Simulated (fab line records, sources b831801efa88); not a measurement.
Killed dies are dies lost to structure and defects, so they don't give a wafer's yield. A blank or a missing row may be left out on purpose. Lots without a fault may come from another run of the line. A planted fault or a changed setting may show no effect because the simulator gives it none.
Which tool did it? | flow sky130 | 6 lots, 18 wafers sampled, at 2 steps of a route of 708

WHAT THE GAUGES READ, wafer by wafer
SKY_VT_ADJUST_HVTP_TW_MEAS_11.
lot  | measured     | on            | VT_ADJUST_HVTP_TW
L903 | day 7 03:05  | film_metro-04 | 1365 1352 1352
L906 | day 8 01:33  | film_metro-02 | 1385 1387 1381
L908 | day 8 14:13  | film_metro-02 | 1382 1386 1380
L912 | day 9 13:16  | film_metro-04 | 1194 1193 1195 1196 1198 1195
L918 | day 11 00:50 | film_metro-04 | 1206 1198 1196 1202 1201 1203
L921 | day 11 22:22 | film_metro-02 | 1392 1394 1396

WHICH TOOL RAN EACH LOT (tool, then ch and the chambers of the sampled wafers, then the start)
lot  | SKY_VT_ADJUST_HVTP_IMPLANT_09
L903 | implanter-04 ch 0, day 7 02:50
L906 | implanter-04 ch 0, day 8 01:18
L908 | implanter-04 ch 0, day 8 13:58
L912 | implanter-04 ch 0, day 9 13:01
L918 | implanter-04 ch 0, day 11 00:35
L921 | implanter-01 ch 0, day 11 22:08
- SKY_VT_ADJUST_HVTP_IMPLANT_09

THE ANSWER, worked out from the rows above alone
Rule: what is usual is taken from the lots themselves. Put in order of their means at a reading, lots are off if they are a third of the lots or fewer, leave a main group of 4 or more, and stand apart from it by a gap of 3 or more times the standard deviation of the main group's means; of several such gaps the widest counts. A main group whose means are all the same, to the digits that the tables above print for the reading, isn't used. A lot without any number at a reading at which 4 lots or more have one is off too. The other lots that the step has rows for count as sound.
Off: L912, L918, at SKY_VT_ADJUST_HVTP_TW_MEAS_11 (VT_ADJUST_HVTP_TW). The main group: mean 1379, standard deviation 14.
A tool fits if, at a process step before that reading, it ran every lot that is off, and no sound lot after the first of them. The gauges at SKY_VT_ADJUST_HVTP_TW_MEAS_11 are tried like those tools. Can't be told from this: 2 tools fit, implanter-04 at SKY_VT_ADJUST_HVTP_IMPLANT_09, film_metro-04 at SKY_VT_ADJUST_HVTP_TW_MEAS_11.

WHAT THE SIMULATOR HAD PUT IN
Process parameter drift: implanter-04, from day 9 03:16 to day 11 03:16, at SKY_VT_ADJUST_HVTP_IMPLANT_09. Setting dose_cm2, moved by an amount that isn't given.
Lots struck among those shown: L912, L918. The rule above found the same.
